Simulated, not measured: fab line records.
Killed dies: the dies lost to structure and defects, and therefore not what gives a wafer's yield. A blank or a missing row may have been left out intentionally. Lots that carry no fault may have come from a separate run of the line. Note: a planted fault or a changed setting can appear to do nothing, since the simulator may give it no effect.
Which tool is to blame? ; flow sky130 ; 17 wafers from 6 lots sampled at 4 of the route's 708 steps

## WHAT THE GAUGES SHOWED, per wafer
SKY_SD_N_RS_MEAS_16: the measuring method here is four-point-probe.
lot;measured;on;SD_N_RS (ohm/sq)
L984;day 28 21:26;film metro-04;68.64 68.59 68.43
L985;day 29 10:32;film metro-02;68.59 68.53 68.63
L990;day 30 14:06;film metro-01;68.86 70.22 68.76 70.17
L997;day 32 19:55;film metro-04;68.47 68.46 68.50
L103;day 34 13:41;film metro-02;68.60 68.62 68.65
L106;day 35 09:19;film metro-04;68.54 68.47 68.50

## WHAT TOOL EACH LOT RAN ON (gives the tool, then ch and the chambers of the sampled wafers, and finally the start)
lot;SKY_SPACER_ETCHBACK_02;SKY_SD_N_IMPLANT_09;SKY_SD_N_STRIP_11
L984;rie diel-03 ch 0,2,3, day 23 22:17;implanter-02 ch 0, day 28 20:45;plasma asher-03 ch 0, day 28 21:02
L985;rie diel-01 ch 0,1, day 24 11:51;implanter-02 ch 0, day 29 09:51;plasma asher-03 ch 0,1, day 29 10:08
L990;rie diel-02 ch 0,2, day 25 17:23;implanter-02 ch 0, day 30 13:25;plasma asher-03 ch 1, day 30 13:42
L997;rie diel-03 ch 0,2,3, day 28 02:18;implanter-01 ch 0, day 32 19:11;plasma asher-03 ch 0,1, day 32 19:29
L103;rie diel-01 ch 0,1, day 29 23:44;implanter-01 ch 0, day 34 13:00;plasma asher-04 ch 0,1, day 34 13:18
L106;rie diel-03 ch 0,2,3, day 30 19:38;implanter-02 ch 0, day 35 08:38;plasma asher-03 ch 0,1, day 35 08:55
- SKY_SPACER_ETCHBACK_02: etches Si3N4 in CH3F/O2, stops on SiO2, time 46.7 s, target depth 45 nm.
- SKY_SD_N_IMPLANT_09
- SKY_SD_N_STRIP_11: strips in O2/N2.

## THE ANSWER, worked out from the rows above alone
Rule: usual is defined by the lots themselves. Put in order of their means at a reading, lots are off if they are a third of the lots or fewer, leave a main group of 4 or more, and stand apart from it by a gap of 3 or more times the standard deviation of the main group's means; of several such gaps the widest counts. A main group whose means are all the same, to the digits that the tables above print for the reading, isn't used. Also off: a lot with no number at a reading for which 4 or more lots have one. Where the step has rows for the other lots, those lots are counted as sound.
Off: L990, at SKY_SD_N_RS_MEAS_16 (SD_N_RS). Mean 68.55 ohm/sq and standard deviation 0.053 in the main group.
A tool fits if, at a process step before that reading, it ran every lot that is off, and no sound lot after the first of them. Gauges at SKY_SD_N_RS_MEAS_16: tried the same way as those tools. This does not decide it: 2 tools fit, namely rie diel-02 at SKY_SPACER_ETCHBACK_02 and film metro-01 at SKY_SD_N_RS_MEAS_16.

## WHAT THE SIMULATOR PUT IN
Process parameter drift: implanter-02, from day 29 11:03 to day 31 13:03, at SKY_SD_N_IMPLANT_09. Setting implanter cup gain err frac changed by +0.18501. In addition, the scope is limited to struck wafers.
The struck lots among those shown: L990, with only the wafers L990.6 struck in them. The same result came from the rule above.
